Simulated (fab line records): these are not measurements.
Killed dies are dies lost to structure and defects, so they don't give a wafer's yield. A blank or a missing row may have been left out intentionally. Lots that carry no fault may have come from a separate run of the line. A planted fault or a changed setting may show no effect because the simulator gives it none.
Which tool did it? | flow gf180mcu | 6 lots, 18 wafers sampled, at 2 steps of a route of 602

== WHAT THE GAUGES SHOWED, per wafer ==
GF_HV_LDD_TW_MEAS_11.
lot  | measured     | on           | HV_LDD_TW
L348 | day 10 13:45 | filmMetro-03 | 2392 2405 2391
L352 | day 11 15:27 | filmMetro-04 | 2478 2473 2467
L354 | day 12 12:50 | filmMetro-03 | 2403 2385 2368
L364 | day 15 04:57 | filmMetro-04 | 2670 2668 2672
L367 | day 15 21:30 | filmMetro-01 | 2436 2424 2438
L369 | day 16 14:31 | filmMetro-01 | 2439 2431 2445

== TOOL THAT RAN EACH LOT (tool first, then ch and the chambers of the sampled wafers, then the start) ==
lot  | GF_HV_LDD_IMPLANT_09
L348 | implanter-02 ch 0, day 10 13:31
L352 | implanter-01 ch 0, day 11 15:13
L354 | implanter-01 ch 0, day 12 12:35
L364 | implanter-01 ch 0, day 15 04:43
L367 | implanter-02 ch 0, day 15 21:16
L369 | implanter-04 ch 0, day 16 14:17
- GF_HV_LDD_IMPLANT_09

== THE ANSWER, worked out from the rows above alone ==
Rule: what is usual is taken from the lots themselves. Put in order of their means at a reading, lots are off if they are a third of the lots or fewer, leave a main group of 4 or more, and stand apart from it by a gap of 3 or more times the standard deviation of the main group's means; of several such gaps the widest counts. A main group is skipped when, at the precision printed for the reading in the tables above, its means are all equal. Also off: a lot with no number at a reading for which 4 or more lots have one. All remaining lots with rows at the step are treated as sound.
Off: L364, at GF_HV_LDD_TW_MEAS_11 (HV_LDD_TW). The main group: mean 2425, standard deviation 31.
A tool fits if, at a process step before that reading, it ran every lot that is off, and no sound lot after the first of them. Gauges at GF_HV_LDD_TW_MEAS_11: tried the same way as those tools. This does not decide it: 2 tools fit, namely implanter-01 at GF_HV_LDD_IMPLANT_09 and filmMetro-04 at GF_HV_LDD_TW_MEAS_11.

== WHAT THE SIMULATOR PUT IN ==
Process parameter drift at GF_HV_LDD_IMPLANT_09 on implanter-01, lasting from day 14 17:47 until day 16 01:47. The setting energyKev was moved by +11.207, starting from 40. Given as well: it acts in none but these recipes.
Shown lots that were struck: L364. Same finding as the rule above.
